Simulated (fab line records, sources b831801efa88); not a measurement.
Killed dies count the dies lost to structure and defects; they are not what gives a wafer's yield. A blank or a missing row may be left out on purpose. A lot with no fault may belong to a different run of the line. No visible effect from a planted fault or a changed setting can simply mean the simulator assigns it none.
fab line records | flow sky130
record lots=12 | wafers=36 | last_day=51
route steps=708 shown FIELD_ISO@5 PWDE@53 CONTACT@423 METAL1@437
lots that met no fault: taken from a fault-free run of the same line
start_h: the number of hours between the record's first day and the start of the first shown wafer of the lot | wait_h: how many hours have passed since the lot's step before this one | " same as the row above | L1.1+2: one row covering several wafers at once | - no value, or no start was given | * or withheld: withheld | < > ~ a bound
route shown NAME@n: NAME is a module with steps in the file, n the number in the route of the first one | usual: mean/standard deviation taken from wafers without a fault | same: alike in all rows | chamber/n: place in a boat | sites: per-site readings | _std_site: the standard deviation of these | _edge_site: mean of outer sites minus mean of inner sites | radius_mm: for every site, how far away it sits from the centre of the wafer | mask NAME#n: copy n | behind: tool/chamber where the wafer was last shaped | hold: why the lot went on hold/how many hours it stayed there/how the hold came to an end | device: names the non-switching transistor (n, p or np) | end of line: at the end of the route, the tests of the same wafers | where a step has no rows: the recipe by itself | killed: count of dies lost to structure and defects at first sort (not the wafer's yield) | map: per-die view of a wafer (x killed, . not killed, _ where there is no die)
set.NAME: the setting that was run; set.NAME@STEP: the one run at that earlier step | model.NAME: the simulator's own value behind a step, which no gauge read
steps of the route over a sample of lots; a table a step, a row a wafer
services: the hour from which a tool's chamber was out of use, counted from the record's first day as start_h (under 0 if before that day), plus the number of hours and why
## steps
# step SKY_FIELD_ISO_THK_MEAS_04
# recipe reads=Si3N4_of_FIELD_ISO_CVD_03
# usual FIELD_ISO_CVD_03_THK=165.2/1.5
lot.wafer | tool          | chamber | start_h | wait_h | FIELD_ISO_CVD_03_THK[nm]
L923.2    | film_metro-03 | -       | 16.93   | 0.0    | 164.0
L923.4    | "             | -       | "       | "      | 163.6
L923.5    | "             | -       | "       | "      | 163.2
L924.3    | film_metro-03 | -       | 22.79   | 0.0    | 164.4
L924.5    | "             | -       | "       | "      | 166.1
L924.6    | "             | -       | "       | "      | 165.7
L930.4    | film_metro-02 | -       | 52.31   | 0.0    | 169.6
L930.5    | "             | -       | "       | "      | 170.9
L930.6    | "             | -       | "       | "      | 168.4
L932.1    | film_metro-04 | -       | 60.84   | 0.0    | 163.8
L932.5    | "             | -       | "       | "      | 163.8
L932.6    | "             | -       | "       | "      | 164.2
L933.1    | film_metro-03 | -       | 65.48   | 0.0    | 166.5
L933.3    | "             | -       | "       | "      | 165.6
L933.4    | "             | -       | "       | "      | 166.2
L936.2    | film_metro-03 | -       | 79.23   | 0.0    | 164.8
L936.4    | "             | -       | "       | "      | 164.0
L936.5    | "             | -       | "       | "      | 164.6
L937.2    | film_metro-04 | -       | 83.49   | 0.0    | 164.1
L937.4    | "             | -       | "       | "      | 165.5
L937.6    | "             | -       | "       | "      | 164.5
L939.4    | film_metro-04 | -       | 95.26   | 0.0    | 163.1
L939.5    | "             | -       | "       | "      | 163.9
L939.6    | "             | -       | "       | "      | 162.7
L942.1    | film_metro-03 | -       | 108.48  | 0.0    | 165.8
L942.3    | "             | -       | "       | "      | 163.7
L942.4    | "             | -       | "       | "      | 163.7
L943.3    | film_metro-04 | -       | 113.50  | 0.0    | 166.4
L943.5    | "             | -       | "       | "      | 165.4
L943.6    | "             | -       | "       | "      | 166.2
L944.1    | film_metro-04 | -       | 119.62  | 0.0    | 166.3
L944.4    | "             | -       | "       | "      | 164.0
L944.5    | "             | -       | "       | "      | 163.5
L945.2    | film_metro-04 | -       | 124.57  | 0.0    | 165.8
L945.4    | "             | -       | "       | "      | 164.4
L945.5    | "             | -       | "       | "      | 164.9
# step SKY_PWDE_IMPLANT_08
# recipe species=B | energy_kev=150 | dose_cm2=3.6e+12 | tilt_deg=withheld
# usual dose_ions_cm2=3.6e+12/4.4e+09
lot.wafer | tool         | chamber | start_h | wait_h | dose_ions_cm2
L923.2    | implanter-03 | 0       | 72.22   | 0.0    | 3.606e+12
L923.4    | "            | 0       | "       | "      | 3.599e+12
L923.5    | "            | 0       | "       | "      | 3.602e+12
L924.3    | implanter-04 | 0       | 81.53   | 0.1    | 3.601e+12
L924.5    | "            | 0       | "       | "      | 3.605e+12
L924.6    | "            | 0       | "       | "      | 3.599e+12
L930.4    | implanter-01 | 0       | 113.40  | 0.1    | 3.598e+12
L930.5    | "            | 0       | "       | "      | 3.603e+12
L930.6    | "            | 0       | "       | "      | 3.6e+12
L932.1    | implanter-03 | 0       | 122.68  | 0.0    | 3.728e+12
L932.5    | "            | 0       | "       | "      | 3.732e+12
L932.6    | "            | 0       | "       | "      | 3.733e+12
L933.1    | implanter-03 | 0       | 128.93  | 0.0    | 3.738e+12
L933.3    | "            | 0       | "       | "      | 3.736e+12
L933.4    | "            | 0       | "       | "      | 3.737e+12
L936.2    | implanter-04 | 0       | 142.52  | 0.0    | 3.61e+12
L936.4    | "            | 0       | "       | "      | 3.614e+12
L936.5    | "            | 0       | "       | "      | 3.604e+12
L937.2    | implanter-04 | 0       | 149.02  | 0.0    | 3.601e+12
L937.4    | "            | 0       | "       | "      | 3.605e+12
L937.6    | "            | 0       | "       | "      | 3.599e+12
L939.4    | implanter-04 | 0       | 162.60  | 0.1    | 3.597e+12
L939.5    | "            | 0       | "       | "      | 3.603e+12
L939.6    | "            | 0       | "       | "      | 3.6e+12
L942.1    | implanter-01 | 0       | 178.38  | 0.0    | 3.596e+12
L942.3    | "            | 0       | "       | "      | 3.594e+12
L942.4    | "            | 0       | "       | "      | 3.599e+12
L943.3    | implanter-04 | 0       | 182.80  | 0.1    | 3.604e+12
L943.5    | "            | 0       | "       | "      | 3.601e+12
L943.6    | "            | 0       | "       | "      | 3.604e+12
L944.1    | implanter-04 | 0       | 197.04  | 0.0    | 3.599e+12
L944.4    | "            | 0       | "       | "      | 3.598e+12
L944.5    | "            | 0       | "       | "      | 3.602e+12
L945.2    | implanter-01 | 0       | 197.50  | 0.0    | 3.601e+12
L945.4    | "            | 0       | "       | "      | 3.601e+12
L945.5    | "            | 0       | "       | "      | 3.595e+12
# step SKY_NWELL_RS_MEAS_31
# recipe thk_meas_gauge=four-point-probe
# usual PWDE_RS=5271/16
lot.wafer | tool          | chamber | start_h | wait_h | PWDE_RS[ohm/sq]
L923.2    | film_metro-02 | -       | 110.12  | 0.1    | 5249
L923.4    | "             | -       | "       | "      | 5261
L923.5    | "             | -       | "       | "      | 5256
L924.3    | film_metro-01 | -       | 120.89  | 0.1    | 5256
L924.5    | "             | -       | "       | "      | 5304
L924.6    | "             | -       | "       | "      | 5289
L930.4    | film_metro-03 | -       | 154.96  | 0.1    | 5281
L930.5    | "             | -       | "       | "      | 5287
L930.6    | "             | -       | "       | "      | 5267
L932.1    | film_metro-03 | -       | 165.56  | 0.1    | 5135
L932.5    | "             | -       | "       | "      | 5126
L932.6    | "             | -       | "       | "      | 5116
L933.1    | film_metro-01 | -       | 171.56  | 0.1    | 5098
L933.3    | "             | -       | "       | "      | 5092
L933.4    | "             | -       | "       | "      | 5100
L936.2    | film_metro-01 | -       | 187.70  | 0.1    | 5270
L936.4    | "             | -       | "       | "      | 5252
L936.5    | "             | -       | "       | "      | 5266
L937.2    | film_metro-03 | -       | 194.25  | 0.1    | 5261
L937.4    | "             | -       | "       | "      | 5289
L937.6    | "             | -       | "       | "      | 5279
L939.4    | film_metro-01 | -       | 209.59  | 0.1    | 5304
L939.5    | "             | -       | "       | "      | 5278
L939.6    | "             | -       | "       | "      | 5291
L942.1    | film_metro-03 | -       | 225.76  | 0.1    | 5294
L942.3    | "             | -       | "       | "      | 5288
L942.4    | "             | -       | "       | "      | 5293
L943.3    | film_metro-01 | -       | 230.30  | 0.1    | 5242
L943.5    | "             | -       | "       | "      | 5250
L943.6    | "             | -       | "       | "      | 5253
L944.1    | film_metro-03 | -       | 243.70  | 0.1    | 5272
L944.4    | "             | -       | "       | "      | 5293
L944.5    | "             | -       | "       | "      | 5281
L945.2    | film_metro-03 | -       | 244.63  | 0.1    | 5263
L945.4    | "             | -       | "       | "      | 5294
L945.5    | "             | -       | "       | "      | 5285
# step SKY_CONTACT_ETCH_17
# recipe target=SiO2 | chemistry=C4F8/O2/Ar | stop_on=Si3N4 | mask_material=KrF-thick | source_w=1500 | bias_w=1200 | pressure_mtorr=40 | c4f8_flow_sccm=withheld | O2_flow_sccm=6 | Ar_flow_sccm=300 | time_s=withheld | target_depth_a=3400
# usual oes_product_au=0.891/0.0042
lot.wafer | tool        | chamber | start_h | wait_h | oes_product_au
L923.2    | rie_diel-04 | 0       | 765.65  | 0.0    | 0.897
L923.4    | "           | 2       | "       | "      | 0.889
L923.5    | "           | 0       | "       | "      | 0.889
L924.3    | rie_diel-04 | 0       | 769.51  | 0.0    | 0.893
L924.5    | "           | 2       | "       | "      | 0.899
L924.6    | "           | 1       | "       | "      | 0.892
L930.4    | rie_diel-01 | 1       | 825.20  | 0.0    | 0.889
L930.5    | "           | 0       | "       | "      | 0.891
L930.6    | "           | 1       | "       | "      | 0.897
L932.1    | rie_diel-04 | 2       | 831.16  | 0.0    | 0.885
L932.5    | "           | 2       | "       | "      | 0.894
L932.6    | "           | 1       | "       | "      | 0.903
L933.1    | rie_diel-01 | 0       | 837.40  | 0.0    | 0.888
L933.3    | "           | 2       | "       | "      | 0.894
L933.4    | "           | 1       | "       | "      | 0.888
L936.2    | rie_diel-01 | 3       | 862.66  | 0.0    | 0.889
L936.4    | "           | 2       | "       | "      | 0.895
L936.5    | "           | 3       | "       | "      | 0.892
L937.2    | rie_diel-04 | 3       | 863.01  | 0.0    | 0.894
L937.4    | "           | 1       | "       | "      | 0.893
L937.6    | "           | 3       | "       | "      | 0.889
L939.4    | rie_diel-04 | 2       | 882.11  | 0.0    | 0.887
L939.5    | "           | 2       | "       | "      | 0.894
L939.6    | "           | 3       | "       | "      | 0.900
L942.1    | rie_diel-04 | 3       | 903.91  | 0.0    | 0.900
L942.3    | "           | 1       | "       | "      | 0.893
L942.4    | "           | 0       | "       | "      | 0.892
L943.3    | rie_diel-02 | 0       | 908.76  | 0.0    | 0.890
L943.5    | "           | 1       | "       | "      | 0.886
L943.6    | "           | 2       | "       | "      | 0.887
L944.1    | rie_diel-04 | 3       | 923.26  | 0.0    | 0.891
L944.4    | "           | 1       | "       | "      | 0.892
L944.5    | "           | 0       | "       | "      | 0.894
L945.2    | rie_diel-02 | 0       | 924.12  | 0.0    | 0.890
L945.4    | "           | 1       | "       | "      | 0.890
L945.5    | "           | 2       | "       | "      | 0.886
# step SKY_METAL1_SPUTTER_03
# recipe material=Ti | target_thk_nm=5 | power_w=3000 | time_s=3.3 | chamber_pressure_pa=0.4
# usual chamber_pressure_pa=0.3999/0.00077 | throttle_valve_pct=30.0/0.71
lot.wafer | tool           | chamber | start_h | wait_h | chamber_pressure_pa | throttle_valve_pct
L923.2    | pvd_sputter-04 | -       | 767.17  | 0.0    | 0.3992              | 29.1
L923.4    | "              | -       | "       | "      | 0.3992              | 28.9
L923.5    | "              | -       | "       | "      | 0.4012              | 30.8
L924.3    | pvd_sputter-03 | -       | 770.92  | 0.0    | 0.3998              | 29.7
L924.5    | "              | -       | "       | "      | 0.4001              | 30.8
L924.6    | "              | -       | "       | "      | 0.4002              | 29.7
L930.4    | pvd_sputter-02 | -       | 826.62  | 0.0    | 0.3994              | 30.9
L930.5    | "              | -       | "       | "      | 0.3999              | 29.9
L930.6    | "              | -       | "       | "      | 0.4007              | 30.3
L932.1    | pvd_sputter-02 | -       | 832.61  | 0.0    | 0.3996              | 30.8
L932.5    | "              | -       | "       | "      | 0.3989              | 31.0
L932.6    | "              | -       | "       | "      | 0.4006              | 30.0
L933.1    | pvd_sputter-03 | -       | 838.82  | 0.0    | 0.4003              | 29.7
L933.3    | "              | -       | "       | "      | 0.3996              | 30.8
L933.4    | "              | -       | "       | "      | 0.3993              | 30.1
L936.2    | pvd_sputter-04 | -       | 864.07  | 0.0    | 0.3991              | 28.3
L936.4    | "              | -       | "       | "      | 0.3990              | 30.9
L936.5    | "              | -       | "       | "      | 0.3988              | 30.9
L937.2    | pvd_sputter-03 | -       | 864.43  | 0.0    | 0.4010              | 29.7
L937.4    | "              | -       | "       | "      | 0.3995              | 30.8
L937.6    | "              | -       | "       | "      | 0.4008              | 29.9
L939.4    | pvd_sputter-04 | -       | 883.76  | 0.0    | 0.4001              | 28.5
L939.5    | "              | -       | "       | "      | 0.3993              | 30.6
L939.6    | "              | -       | "       | "      | 0.4004              | 30.1
L942.1    | pvd_sputter-02 | -       | 905.32  | 0.0    | 0.4000              | 30.5
L942.3    | "              | -       | "       | "      | 0.3999              | 29.9
L942.4    | "              | -       | "       | "      | 0.3998              | 30.0
L943.3    | pvd_sputter-04 | -       | 910.21  | 0.0    | 0.3999              | 30.7
L943.5    | "              | -       | "       | "      | 0.4004              | 30.9
L943.6    | "              | -       | "       | "      | 0.4009              | 30.4
L944.1    | pvd_sputter-04 | -       | 924.70  | 0.0    | 0.4025              | 31.0
L944.4    | "              | -       | "       | "      | 0.3997              | 28.9
L944.5    | "              | -       | "       | "      | 0.4011              | 30.4
L945.2    | pvd_sputter-03 | -       | 925.56  | 0.0    | 0.4007              | 30.7
L945.4    | "              | -       | "       | "      | 0.4004              | 30.2
L945.5    | "              | -       | "       | "      | 0.3998              | 29.5
## services
tool           | chamber | start_h | hours | kind
pvd_sputter-04 | -       | 83.30   | 3.8   | repair
rie_diel-04    | 3       | 103.08  | 14.7  | repair
implanter-04   | -       | 300.67  | 4.1   | pm
rie_diel-04    | -       | 331.21  | 0.3   | repair
rie_diel-04    | 2       | 362.85  | 2.1   | repair
implanter-04   | -       | 368.03  | 2.5   | repair
rie_diel-04    | 2       | 375.04  | 15.4  | repair
rie_diel-04    | 3       | 378.42  | 9.7   | repair
rie_diel-04    | 3       | 419.65  | 17.2  | repair
implanter-04   | -       | 471.27  | 4.2   | pm
rie_diel-04    | 0       | 471.28  | 7.5   | repair
implanter-04   | -       | 503.94  | 5.9   | repair
implanter-04   | -       | 509.44  | 0.6   | repair
implanter-04   | -       | 518.38  | 0.8   | repair
rie_diel-04    | 3       | 527.85  | 17.5  | repair
rie_diel-04    | -       | 539.77  | 14.6  | pm
rie_diel-04    | -       | 562.54  | 0.4   | repair
implanter-04   | -       | 586.69  | 6.7   | repair
implanter-04   | -       | 622.18  | 10.1  | repair
implanter-04   | -       | 634.93  | 3.2   | repair
implanter-04   | -       | 738.01  | 0.9   | repair
rie_diel-04    | 0       | 744.00  | 1.5   | repair
rie_diel-04    | 0       | 761.38  | 2.3   | repair
implanter-04   | -       | 875.54  | 2.8   | repair
## key
first_sign step=SKY_PWDE_IMPLANT_08 | reading=dose_ions_cm2 | direction=up | sigmas=31 | usual=* | struck=*
effect step=SKY_NWELL_RS_MEAS_31 | reading=PWDE_RS | direction=down | sigmas=10 | usual=5271 | struck=5111
met_at SKY_PWDE_IMPLANT_08
struck_lots L932,L933
tester_left_out L932,L933
not_acting_at SKY_FIELD_ISO_THK_MEAS_04,SKY_CONTACT_ETCH_17,SKY_METAL1_SPUTTER_03
onset_between 72.22 122.68
fault kind=process_parameter_drift | tool=implanter-03 | chamber=- | onset_h=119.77 | steps=SKY_PWDE_IMPLANT_08 | channel=dose_cm2 | offset=* | shape=step | end_h=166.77 | acts_in=* | stated=*
# tester_left_out: of these lots the tester's yield and bins aren't shown, on N5 and GAA mostly nor the transistor test; their killed dies are dies lost to structure and defects alone, not to doping, threshold or leakage, so they don't give the yield
